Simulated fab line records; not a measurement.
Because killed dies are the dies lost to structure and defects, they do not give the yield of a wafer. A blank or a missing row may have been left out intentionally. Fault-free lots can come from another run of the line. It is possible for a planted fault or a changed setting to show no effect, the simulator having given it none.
fab line records | flow gf180mcu
record: lots: 6 | wafers: 18 | last-day: 31
route steps=602 shown NWELL@50 LVPWELL@54
lots that met no fault: taken from a fault-free run of the same line
start-h: hours from the record's opening day to when the first of the lot's shown wafers began | wait-h: how many hours have passed since the lot's step before this one | " repeats the value in the row above | L1.1+2: a row that stands for several wafers | - no value present, or no start provided | * or withheld: withheld | < > ~ a bound
route shown NAME@n: names a module that has steps shown in the file, with the first one's number in the route | usual: average and standard deviation across the fault-free wafers | same: alike in all rows | chamber/n: place in a boat | sites: per-site readings | _std_site: their standard deviation | _edge_site: mean of outer sites minus mean of inner sites | radius-mm: how far each site lies from the wafer's centre | mask NAME#n: copy n | behind: the most recent tool/chamber to have shaped the wafer | hold: the reason the lot was held/the length of the hold in hours/how it ended | device: which transistor (n, p or np) failed to switch | end of line: the tests these same wafers got at the end of their route | for a step that has no rows: nothing shown but its recipe | killed: at the first sort, the dies lost to defects and structure; wafer yield is something else | map: a wafer's dies, x killed, . not, _ none there
set.NAME: the setting the step ran with; set.NAME@STEP: the setting that earlier step ran with | model.NAME: the simulator's own value behind a step, which no gauge read
lots at some steps of the route; a table a step, a row a wafer
services: when a tool's chamber went out of use (start-h, in hours from the record's first day, below 0 if earlier), for how many hours, and the reason
== steps ==
step: GF_NWELL_IMPLANT_08
recipe: species: P | energy-kev: 450 | dose-cm2: 1.5e+13 | tilt-deg: 0
step: GF_NWELL_IMPLANT_09
recipe: species: P | energy-kev: 160 | dose-cm2: 4e+12 | tilt-deg: 0
step: GF_NWELL_STRIP_10
recipe: chemistry: O2/N2 | power-w: 1400 | pressure-mtorr: 1500 | platen-temp-c: 250 | o2-flow-sccm: 3000 | n2-flow-sccm: 300 | overash-fraction: 0.5
usual: drypump-motor-current-A: 5.82/0.16 | heater-power-w: 348/31 | oes-product-au: 0.722/0.0046 | strip-time-to-endpoint-s: 36.95/0.11
lot.wafer | tool            | chamber | start-h | wait-h | drypump-motor-current-A | heater-power-w | oes-product-au | rf-hours-counter-h | strip-time-to-endpoint-s
L429.2    | plasma-asher-03 | 0       | 68.71   | 0.1    | 5.70                    | 384            | 0.721          | 29                 | 37.00
L429.4    | "               | 1       | "       | "      | 5.92                    | 386            | 0.726          | -                  | 37.04
L429.5    | "               | 1       | "       | "      | 5.91                    | 381            | 0.724          | -                  | 37.03
L436.2    | plasma-asher-03 | 1       | 105.82  | 0.1    | 5.92                    | 393            | 0.717          | 33                 | 37.25
L436.3    | "               | 0       | "       | "      | 5.70                    | 362            | 0.727          | -                  | 37.21
L436.5    | "               | 0       | "       | "      | 5.69                    | 382            | 0.719          | -                  | 37.30
L437.1    | plasma-asher-02 | 0       | 110.52  | 0.1    | 5.57                    | 327            | 0.720          | 42                 | 36.95
L437.5    | "               | 0       | "       | "      | 5.56                    | 328            | 0.724          | -                  | 37.00
L437.6    | "               | 1       | "       | "      | 5.82                    | 300            | 0.723          | -                  | 36.92
L438.2    | plasma-asher-03 | 0       | 116.06  | 0.1    | 5.69                    | 375            | 0.721          | 34                 | 36.89
L438.4    | "               | 1       | "       | "      | 5.92                    | 384            | 0.721          | -                  | 36.89
L438.5    | "               | 1       | "       | "      | 5.91                    | 390            | 0.717          | -                  | 36.91
L447.2    | plasma-asher-04 | 0       | 171.07  | 0.1    | 5.90                    | 329            | 0.726          | 6                  | 36.79
L447.3    | "               | 0       | "       | "      | 5.89                    | 325            | 0.723          | -                  | 36.89
L447.6    | "               | 0       | "       | "      | 5.91                    | 331            | 0.728          | -                  | 36.73
L449.1    | plasma-asher-03 | 0       | 176.72  | 0.1    | 5.69                    | 369            | 0.720          | 38                 | 37.05
L449.2    | "               | 1       | "       | "      | 5.92                    | 386            | 0.724          | 38                 | 37.12
L449.5    | "               | 1       | "       | "      | 5.91                    | 391            | 0.729          | -                  | 37.05
step: GF_NWELL_TW_MEAS_11
usual: NWELL_TW: 1572/14
lot.wafer | tool          | chamber | start-h | wait-h | NWELL_TW
L429.2    | film-metro-01 | -       | 68.82   | 0.1    | 1590
L429.4    | "             | -       | "       | "      | 1594
L429.5    | "             | -       | "       | "      | 1589
L436.2    | film-metro-01 | -       | 105.93  | 0.1    | 1592
L436.3    | "             | -       | "       | "      | 1589
L436.5    | "             | -       | "       | "      | 1587
L437.1    | film-metro-01 | -       | 110.62  | 0.1    | 1593
L437.5    | "             | -       | "       | "      | 1585
L437.6    | "             | -       | "       | "      | 1596
L438.2    | film-metro-02 | -       | 116.17  | 0.1    | 1557
L438.4    | "             | -       | "       | "      | 1560
L438.5    | "             | -       | "       | "      | 1559
L447.2    | film-metro-02 | -       | 171.18  | 0.1    | 1578
L447.3    | "             | -       | "       | "      | 1572
L447.6    | "             | -       | "       | "      | 1571
L449.1    | film-metro-01 | -       | 176.82  | 0.1    | 1597
L449.2    | "             | -       | "       | "      | 1598
L449.5    | "             | -       | "       | "      | 1588
step: GF_LVPWELL_DEHYDRATE_00
recipe: temp-c: 200 | time-s: 60
step: GF_LVPWELL_HMDS_01
recipe: prime-time-s: 60 | prime-temp-c: 120
step: GF_LVPWELL_COAT_02
recipe: spin-rpm: 2000 | resist-thk-nm: 3000
step: GF_LVPWELL_SOFTBAKE_03
recipe: temp-c: 110 | time-s: withheld
step: GF_LVPWELL_EXPOSE_04
recipe: mask-id: LVPWELL | target-cd-nm: 600 | na: 0.6 | source-shape: conventional | sigma-outer: 0.6 | dose-mj: 260
step: GF_LVPWELL_PEB_05
recipe: temp-c: 115 | time-s: withheld
step: GF_LVPWELL_DEVELOP_06
recipe: wall-angle-deg: 90 | develop-time-s: 60 | dev-temp-c: 23
step: GF_LVPWELL_OVL_MEAS_07
usual: LVPWELL_OVL: 0.6/1.1
lot.wafer | tool       | chamber | start-h | wait-h | LVPWELL_OVL[nm]
L429.2    | overlay-01 | -       | 82.22   | -      | 0.9
L429.4    | "          | -       | "       | "      | 0.8
L429.5    | "          | -       | "       | "      | 0.2
L436.2    | overlay-02 | -       | 120.49  | -      | -0.1
L436.3    | "          | -       | "       | "      | 0.8
L436.5    | "          | -       | "       | "      | -0.2
L437.1    | overlay-02 | -       | 124.49  | -      | 1.0
L437.5    | "          | -       | "       | "      | 1.5
L437.6    | "          | -       | "       | "      | 0.5
L438.2    | overlay-02 | -       | 130.05  | -      | 1.9
L438.4    | "          | -       | "       | "      | 2.2
L438.5    | "          | -       | "       | "      | 1.3
L447.2    | overlay-02 | -       | 188.04  | -      | 1.7
L447.3    | "          | -       | "       | "      | 1.1
L447.6    | "          | -       | "       | "      | 1.8
L449.1    | overlay-01 | -       | 192.36  | -      | -0.4
L449.2    | "          | -       | "       | "      | -2.2
L449.5    | "          | -       | "       | "      | -1.8
step: GF_LVPWELL_IMPLANT_08
recipe: species: B | energy-kev: 170 | dose-cm2: 1.5e+13 | tilt-deg: 0
usual: faraday-current-uA: 84.8/1.7 | implant-ion-amu: 11/0
lot.wafer | tool         | chamber | start-h | wait-h | faraday-current-uA | implant-ion-amu | model.implant.rp-nm | model.implant.drp-nm
L429.2    | implanter-04 | 0       | 82.27   | 0.0    | 84.5               | 11              | 493.9               | 102.4
L429.4    | "            | 0       | "       | "      | 85.8               | 11              | 493.9               | 102.4
L429.5    | "            | 0       | "       | "      | 82.4               | 11              | 493.9               | 102.4
L436.2    | implanter-04 | 0       | 120.55  | 0.0    | 84.8               | 11              | 462.2               | 102.4
L436.3    | "            | 0       | "       | "      | 84.4               | 11              | 462.2               | 102.4
L436.5    | "            | 0       | "       | "      | 83.8               | 11              | 462.2               | 102.4
L437.1    | implanter-04 | 0       | 124.53  | 0.0    | 82.5               | 11              | 474.4               | 102.4
L437.5    | "            | 0       | "       | "      | 83.6               | 11              | 474.4               | 102.4
L437.6    | "            | 0       | "       | "      | 83.3               | 11              | 474.4               | 102.4
L438.2    | implanter-03 | 0       | 130.10  | 0.0    | 83.7               | 11              | 492.8               | 102.4
L438.4    | "            | 0       | "       | "      | 82.6               | 11              | 492.8               | 102.4
L438.5    | "            | 0       | "       | "      | 84.6               | 11              | 492.8               | 102.4
L447.2    | implanter-03 | 0       | 188.10  | 0.0    | 84.3               | 31              | 218.4               | 68.9
L447.3    | "            | 0       | "       | "      | 86.9               | 31              | 218.4               | 68.9
L447.6    | "            | 0       | "       | "      | 83.3               | 31              | 218.4               | 68.9
L449.1    | implanter-03 | 0       | 192.40  | 0.0    | 84.8               | 31              | 219                 | 68.9
L449.2    | "            | 0       | "       | "      | 84.8               | 31              | 219                 | 68.9
L449.5    | "            | 0       | "       | "      | 88.3               | 31              | 219                 | 68.9
step: GF_LVPWELL_IMPLANT_09
recipe: species: B | energy-kev: 60 | dose-cm2: 5e+12 | tilt-deg: 0
step: GF_LVPWELL_STRIP_10
recipe: chemistry: O2/N2 | power-w: 1400 | pressure-mtorr: 1500 | platen-temp-c: 250 | o2-flow-sccm: 3000 | n2-flow-sccm: 300 | overash-fraction: 0.5
usual: drypump-motor-current-A: 5.81/0.17 | heater-power-w: 326/23 | oes-product-au: 0.722/0.0046 | strip-time-to-endpoint-s: 36.98/0.1
lot.wafer | tool            | chamber | start-h | wait-h | drypump-motor-current-A | heater-power-w | oes-product-au | rf-hours-counter-h | strip-time-to-endpoint-s
L429.2    | plasma-asher-01 | 0       | 82.55   | 0.1    | 5.66                    | 290            | 0.724          | 44                 | 37.08
L429.4    | "               | 0       | "       | "      | 5.68                    | 290            | 0.717          | -                  | 37.00
L429.5    | "               | 1       | "       | "      | 5.73                    | 360            | 0.720          | -                  | 36.98
L436.2    | plasma-asher-02 | 0       | 120.82  | 0.1    | 5.58                    | 328            | 0.719          | 43                 | 37.03
L436.3    | "               | 1       | "       | "      | 5.81                    | 301            | 0.725          | -                  | 36.94
L436.5    | "               | 0       | "       | "      | 5.57                    | 336            | 0.724          | -                  | 36.96
L437.1    | plasma-asher-01 | 0       | 124.83  | 0.1    | 5.62                    | 294            | 0.724          | 48                 | 37.05
L437.5    | "               | 0       | "       | "      | 5.61                    | 301            | 0.723          | -                  | 37.04
L437.6    | "               | 1       | "       | "      | 5.73                    | 359            | 0.722          | -                  | 37.11
L438.2    | plasma-asher-04 | 0       | 130.38  | 0.1    | 5.90                    | 329            | 0.720          | 1                  | 36.93
L438.4    | "               | 0       | "       | "      | 5.89                    | 333            | 0.718          | -                  | 36.98
L438.5    | "               | 1       | "       | "      | 6.05                    | 360            | 0.724          | -                  | 37.00
L447.2    | plasma-asher-02 | 0       | 188.37  | 0.1    | 5.56                    | 324            | 0.723          | 50                 | 36.79
L447.3    | "               | 0       | "       | "      | 5.57                    | 330            | 0.727          | -                  | 36.81
L447.6    | "               | 0       | "       | "      | 5.56                    | 330            | 0.726          | -                  | 36.80
L449.1    | plasma-asher-04 | 1       | 192.70  | 0.1    | 6.05                    | 351            | 0.729          | 9                  | 37.04
L449.2    | "               | 0       | "       | "      | 5.89                    | 327            | 0.719          | 9                  | 37.05
L449.5    | "               | 0       | "       | "      | 5.88                    | 323            | 0.718          | -                  | 37.08
step: GF_LVPWELL_TW_MEAS_11
usual: LVPWELL_TW: 559/5.1
lot.wafer | tool          | chamber | start-h | wait-h | hold                     | LVPWELL_TW
L429.2    | film-metro-02 | -       | 82.66   | 0.1    | -                        | 560
L429.4    | "             | -       | "       | "      | -                        | 561
L429.5    | "             | -       | "       | "      | -                        | 560
L436.2    | film-metro-01 | -       | 120.93  | 0.1    | -                        | 566
L436.3    | "             | -       | "       | "      | -                        | 564
L436.5    | "             | -       | "       | "      | -                        | 569
L437.1    | film-metro-02 | -       | 124.93  | 0.1    | -                        | 561
L437.5    | "             | -       | "       | "      | -                        | 560
L437.6    | "             | -       | "       | "      | -                        | 561
L438.2    | film-metro-02 | -       | 130.49  | 0.1    | -                        | 561
L438.4    | "             | -       | "       | "      | -                        | 560
L438.5    | "             | -       | "       | "      | -                        | 560
L447.2    | film-metro-02 | -       | 188.48  | 0.1    | await-dispo/0.2h/release | 1296
L447.3    | "             | -       | "       | "      | await-dispo/0.2h/release | 1303
L447.6    | "             | -       | "       | "      | await-dispo/0.2h/release | 1302
L447.2    | film-metro-02 | -       | 188.71  | 0.2    | -                        | 1307
L447.3    | "             | -       | "       | "      | -                        | 1305
L447.6    | "             | -       | "       | "      | -                        | 1300
L449.1    | film-metro-02 | -       | 192.80  | 0.1    | await-dispo/0.2h/release | 1301
L449.2    | "             | -       | "       | "      | await-dispo/0.2h/release | 1302
L449.5    | "             | -       | "       | "      | await-dispo/0.2h/release | 1303
L449.1    | film-metro-02 | -       | 193.02  | 0.2    | -                        | 1299
L449.2    | "             | -       | "       | "      | -                        | 1304
L449.5    | "             | -       | "       | "      | -                        | 1294
== services ==
tool            | chamber | start-h | hours | kind
implanter-04    | -       | 47.68   | 1.8   | repair
plasma-asher-03 | -       | 76.47   | 2.3   | repair
plasma-asher-04 | -       | 108.75  | 9.0   | pm
plasma-asher-04 | 0       | 108.75  | 9.0   | vent-cycle
plasma-asher-04 | 1       | 108.75  | 9.0   | vent-cycle
implanter-04    | -       | 115.33  | 3.2   | pm
plasma-asher-04 | 0       | 117.75  | -     | clean
plasma-asher-04 | 1       | 117.75  | -     | clean
plasma-asher-03 | -       | 123.17  | 15.6  | pm
plasma-asher-03 | -       | 151.66  | 8.0   | repair
plasma-asher-02 | -       | 159.91  | 2.8   | pm
== key ==
first-sign: step: GF_LVPWELL_IMPLANT_08 | reading: implant-ion-amu | direction: up | sigmas: 99+ | usual: 11 | struck: 31
effect: step: GF_LVPWELL_TW_MEAS_11 | reading: visit | direction: added
effect: step: GF_LVPWELL_TW_MEAS_11 | reading: LVPWELL_TW | direction: up | sigmas: 99+ | usual: 559 | struck: 1301
model-effect: step: GF_LVPWELL_IMPLANT_08 | value: implant.rp-nm | without: 493.1 | struck: 218.7
met-at GF_LVPWELL_IMPLANT_08
struck-wafers L447.2,L447.3,L447.6,L449.1,L449.2,L449.5
scrapped-behind GF_LVPWELL_TW_MEAS_11 L447.2,L447.3,L447.6,L449.1,L449.2,L449.5
onset-between 130.10 188.10
fault: kind: wrong-recipe-download | tool: implanter-01,implanter-03,implanter-04 | chamber: - | onset-h: 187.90 | steps: GF_LVPWELL_IMPLANT_08 | wrong-recipe.not-listed: 1
